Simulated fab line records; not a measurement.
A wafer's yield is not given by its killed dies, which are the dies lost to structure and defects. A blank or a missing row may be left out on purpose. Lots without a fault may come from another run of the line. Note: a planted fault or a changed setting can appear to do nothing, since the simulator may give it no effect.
fab line records | flow gf180mcu
record: lots: 13 | wafers: 39 | lastDay: 34
route steps=602 shown DNWELL@36 POLY_GATE@174 HV_LDD@195
lots untouched by any fault: they come from a run of this same line in which no faults occurred
startH: the number of hours between the record's first day and the start of the first shown wafer of the lot | waitH: hours since the lot's step before | " the same as in the row above | L1.1+2: several wafers, shown together as one row | - value missing, or start not given | * or withheld: withheld | < > ~ a bound
route shown NAME@n: a module of which the file shows steps, and the number in the route of the first | usual: mean/standard deviation taken from wafers without a fault | same: alike in all rows | chamber/n: place in a boat | sites: readings site by site | _std_site: their standard deviation | _edge_site: outer sites' mean less inner sites' | radiusMm: for every site, how far away it sits from the centre of the wafer | mask NAME#n: copy n | behind: the tool/chamber that last shaped the wafer | hold: the reason the lot was held/the length of the hold in hours/how it ended | device: whichever transistor did not switch (one of n, p or np) | end of line: the same wafers' tests at the end of the route | a step without rows: its recipe alone | killed: dies lost to structure and defects at the first sort, not the wafer's yield | map: a wafer's dies, marking killed ones x, the rest . and places with no die _
set.NAME: setting as actually run; set.NAME@STEP: the setting as run at that earlier step | model.NAME: the simulator's own value behind a step, which no gauge read
steps of the route over a sample of lots; a table a step, a row a wafer
services: a tool's chamber out of use, with start hour (startH, from the record's first day; less than 0 if before it), hours out, and reason
== steps ==
step: GF_DNWELL_EXPOSE_04
recipe: maskId: DNWELL | targetCdNm: 1700 | na: 0.6 | sourceShape: conventional | sigmaOuter: 0.6 | doseMj: 260
lot.wafer  | tool            | chamber | startH | waitH | mask
L153.1+3+5 | ilineStepper-01 | 0       | 37.97  | -     | DNWELL#0
L155.1+3+4 | ilineStepper-01 | 0       | 46.93  | -     | DNWELL#0
L156.1+3+4 | ilineStepper-01 | 0       | 50.96  | -     | DNWELL#0
L157.3+5+6 | ilineStepper-02 | 0       | 56.70  | -     | DNWELL#0
L159.2+4+6 | ilineStepper-02 | 0       | 67.18  | -     | DNWELL#0
L161.3+4+6 | ilineStepper-01 | 0       | 78.20  | -     | DNWELL#0
L162.2+3+5 | ilineStepper-02 | 0       | 87.59  | -     | DNWELL#0
L163.1+3+5 | ilineStepper-01 | 0       | 97.03  | -     | DNWELL#0
L165.2+4+5 | ilineStepper-02 | 0       | 104.35 | -     | DNWELL#0
L169.3+5+6 | ilineStepper-02 | 0       | 121.55 | -     | DNWELL#0
L168.1+4+6 | ilineStepper-01 | 0       | 122.76 | -     | DNWELL_R1#0
L174.2+4+6 | ilineStepper-02 | 0       | 153.72 | -     | DNWELL#0
L176.3+4+5 | ilineStepper-01 | 0       | 163.37 | -     | DNWELL#0
step: GF_POLY_GATE_THK_MEAS_17
recipe: reads: SiO2_of_POLY_GATE_OXIDATION_16
usual: POLY_GATE_OXIDATION_THK: 4.00/0.092
lot.wafer | tool         | chamber | startH | waitH | POLY_GATE_OXIDATION_THK[nm]
L153.1    | filmMetro-04 | -       | 199.34 | 0.0   | 4.11
L153.3    | "            | -       | "      | "     | 4.04
L153.5    | "            | -       | "      | "     | 4.15
L155.1    | filmMetro-02 | -       | 210.95 | 0.0   | 3.94
L155.3    | "            | -       | "      | "     | 4.00
L155.4    | "            | -       | "      | "     | 3.94
L156.1    | filmMetro-01 | -       | 217.76 | 0.0   | 4.15
L156.3    | "            | -       | "      | "     | 4.09
L156.4    | "            | -       | "      | "     | 4.04
L157.3    | filmMetro-01 | -       | 223.76 | 0.0   | 3.90
L157.5    | "            | -       | "      | "     | 3.92
L157.6    | "            | -       | "      | "     | 3.92
L159.2    | filmMetro-01 | -       | 239.04 | 0.0   | 3.97
L159.4    | "            | -       | "      | "     | 4.18
L159.6    | "            | -       | "      | "     | 4.02
L161.3    | filmMetro-04 | -       | 249.33 | 0.0   | 4.02
L161.4    | "            | -       | "      | "     | 4.11
L161.6    | "            | -       | "      | "     | 4.17
L162.2    | filmMetro-02 | -       | 262.69 | 0.0   | 3.93
L162.3    | "            | -       | "      | "     | 4.10
L162.5    | "            | -       | "      | "     | 4.06
L163.1    | filmMetro-04 | -       | 275.31 | 0.0   | 4.00
L163.3    | "            | -       | "      | "     | 3.98
L163.5    | "            | -       | "      | "     | 4.00
L165.2    | filmMetro-02 | -       | 289.23 | 0.0   | 3.89
L165.4    | "            | -       | "      | "     | 3.91
L165.5    | "            | -       | "      | "     | 3.87
L169.3    | filmMetro-02 | -       | 313.58 | 0.0   | 3.95
L169.5    | "            | -       | "      | "     | 3.98
L169.6    | "            | -       | "      | "     | 3.96
L168.1    | filmMetro-04 | -       | 317.89 | 0.0   | 4.04
L168.4    | "            | -       | "      | "     | 3.98
L168.6    | "            | -       | "      | "     | 4.17
L174.2    | filmMetro-01 | -       | 359.45 | 0.0   | 3.86
L174.4    | "            | -       | "      | "     | 3.99
L174.6    | "            | -       | "      | "     | 3.94
L176.3    | filmMetro-04 | -       | 370.03 | 0.0   | 3.90
L176.4    | "            | -       | "      | "     | 3.92
L176.5    | "            | -       | "      | "     | 3.95
step: GF_HV_LDD_CD_MEAS_19
recipe: targetCdNm: 400
usual: cdNm: 399.6/2.4
lot.wafer | tool     | chamber | startH | waitH | cdNm
L153.1    | cdSem-02 | -       | 234.34 | 0.1   | 395.8
L153.3    | "        | -       | "      | "     | 398.6
L153.5    | "        | -       | "      | "     | 396.8
L155.1    | cdSem-01 | -       | 246.94 | 0.1   | 400.2
L155.3    | "        | -       | "      | "     | 396.8
L155.4    | "        | -       | "      | "     | 398.9
L156.1    | cdSem-01 | -       | 254.43 | 0.1   | 400.8
L156.3    | "        | -       | "      | "     | 400.6
L156.4    | "        | -       | "      | "     | 399.5
L157.3    | cdSem-01 | -       | 261.32 | 0.1   | 397.9
L157.5    | "        | -       | "      | "     | 396.2
L157.6    | "        | -       | "      | "     | 397.6
L159.2    | cdSem-02 | -       | 276.55 | 0.1   | 397.8
L159.4    | "        | -       | "      | "     | 397.0
L159.6    | "        | -       | "      | "     | 398.1
L161.3    | cdSem-02 | -       | 288.28 | 0.1   | 400.4
L161.4    | "        | -       | "      | "     | 400.4
L161.6    | "        | -       | "      | "     | 398.8
L162.2    | cdSem-02 | -       | 301.35 | 0.1   | 402.2
L162.3    | "        | -       | "      | "     | 399.5
L162.5    | "        | -       | "      | "     | 400.4
L163.1    | cdSem-01 | -       | 315.88 | 0.1   | 401.3
L163.3    | "        | -       | "      | "     | 400.9
L163.5    | "        | -       | "      | "     | 399.0
L165.2    | cdSem-01 | -       | 330.95 | 0.1   | 398.4
L165.4    | "        | -       | "      | "     | 400.4
L165.5    | "        | -       | "      | "     | 397.8
L169.3    | cdSem-01 | -       | 356.08 | 0.1   | 401.2
L169.5    | "        | -       | "      | "     | 401.6
L169.6    | "        | -       | "      | "     | 403.1
L168.1    | cdSem-02 | -       | 361.88 | 0.1   | 402.7
L168.4    | "        | -       | "      | "     | 403.2
L168.6    | "        | -       | "      | "     | 402.6
L174.2    | cdSem-01 | -       | 403.46 | 0.1   | 396.4
L174.4    | "        | -       | "      | "     | 396.3
L174.6    | "        | -       | "      | "     | 397.0
L176.3    | cdSem-02 | -       | 414.98 | 0.1   | 401.6
L176.4    | "        | -       | "      | "     | 402.8
L176.5    | "        | -       | "      | "     | 399.7
step: GF_HV_LDD_THK_MEAS_55
recipe: reads: SiO2_of_HV_LDD_CVD_54
usual: HV_LDD_CVD_54_THK: 10.01/0.12
lot.wafer | tool         | chamber | startH | waitH | HV_LDD_CVD_54_THK[nm]
L153.1    | filmMetro-01 | -       | 274.83 | 0.0   | 9.76
L153.3    | "            | -       | "      | "     | 9.87
L153.5    | "            | -       | "      | "     | 9.81
L155.1    | filmMetro-03 | -       | 287.51 | 0.0   | 9.93
L155.3    | "            | -       | "      | "     | 10.06
L155.4    | "            | -       | "      | "     | 10.06
L156.1    | filmMetro-03 | -       | 295.61 | 0.0   | 9.96
L156.3    | "            | -       | "      | "     | 10.09
L156.4    | "            | -       | "      | "     | 9.91
L157.3    | filmMetro-01 | -       | 303.56 | 0.0   | 10.21
L157.5    | "            | -       | "      | "     | 10.07
L157.6    | "            | -       | "      | "     | 10.13
L159.2    | filmMetro-04 | -       | 319.37 | 0.0   | 9.94
L159.4    | "            | -       | "      | "     | 9.96
L159.6    | "            | -       | "      | "     | 10.01
L161.3    | filmMetro-04 | -       | 332.30 | 0.0   | 10.01
L161.4    | "            | -       | "      | "     | 10.04
L161.6    | "            | -       | "      | "     | 9.86
L162.2    | filmMetro-01 | -       | 344.99 | 0.0   | 9.84
L162.3    | "            | -       | "      | "     | 9.96
L162.5    | "            | -       | "      | "     | 9.89
L163.1    | filmMetro-03 | -       | 362.36 | 0.0   | 10.00
L163.3    | "            | -       | "      | "     | 10.06
L163.5    | "            | -       | "      | "     | 9.82
L165.2    | filmMetro-01 | -       | 377.39 | 0.0   | 9.87
L165.4    | "            | -       | "      | "     | 9.83
L165.5    | "            | -       | "      | "     | 10.05
L169.3    | filmMetro-04 | -       | 403.90 | 0.0   | 10.09
L169.5    | "            | -       | "      | "     | 10.12
L169.6    | "            | -       | "      | "     | 10.00
L168.1    | filmMetro-01 | -       | 408.85 | 0.0   | 9.88
L168.4    | "            | -       | "      | "     | 9.78
L168.6    | "            | -       | "      | "     | 10.00
L174.2    | filmMetro-03 | -       | 453.79 | 0.0   | 10.10
L174.4    | "            | -       | "      | "     | 10.05
L174.6    | "            | -       | "      | "     | 10.12
L176.3    | filmMetro-03 | -       | 465.57 | 0.0   | 10.23
L176.4    | "            | -       | "      | "     | 10.20
L176.5    | "            | -       | "      | "     | 10.18
== services ==
tool            | chamber | startH | hours | kind
ilineStepper-01 | -       | 157.40 | 1.7   | pm
== key ==
firstSign: step: GF_DNWELL_EXPOSE_04 | reading: mask | direction: changed
effect none on later readings
metAt GF_DNWELL_EXPOSE_04
struckLots L168
sortLeftOut L168.1,L168.4,L168.6
testerLeftOut L168
notActingAt GF_POLY_GATE_THK_MEAS_17,GF_HV_LDD_CD_MEAS_19,GF_HV_LDD_THK_MEAS_55
onsetBetween 97.03 122.76
fault: kind: wrongMask | tool: any | chamber: - | onsetH: 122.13 | steps: GF_DNWELL_EXPOSE_04 | auxCopy: DNWELL_R1#0 | cdOffsetNm: 255 | scope: struckLotsOnly
testerLeftOut: of these lots the tester's yield and bins aren't shown, on N5 and GAA mostly nor the transistor test; their killed dies are dies lost to structure and defects alone, not to doping, threshold or leakage, so they don't give the yield
sortLeftOut: the simulated sort isn't trusted on such a fault, so these wafers' sort isn't shown, and their yield isn't known
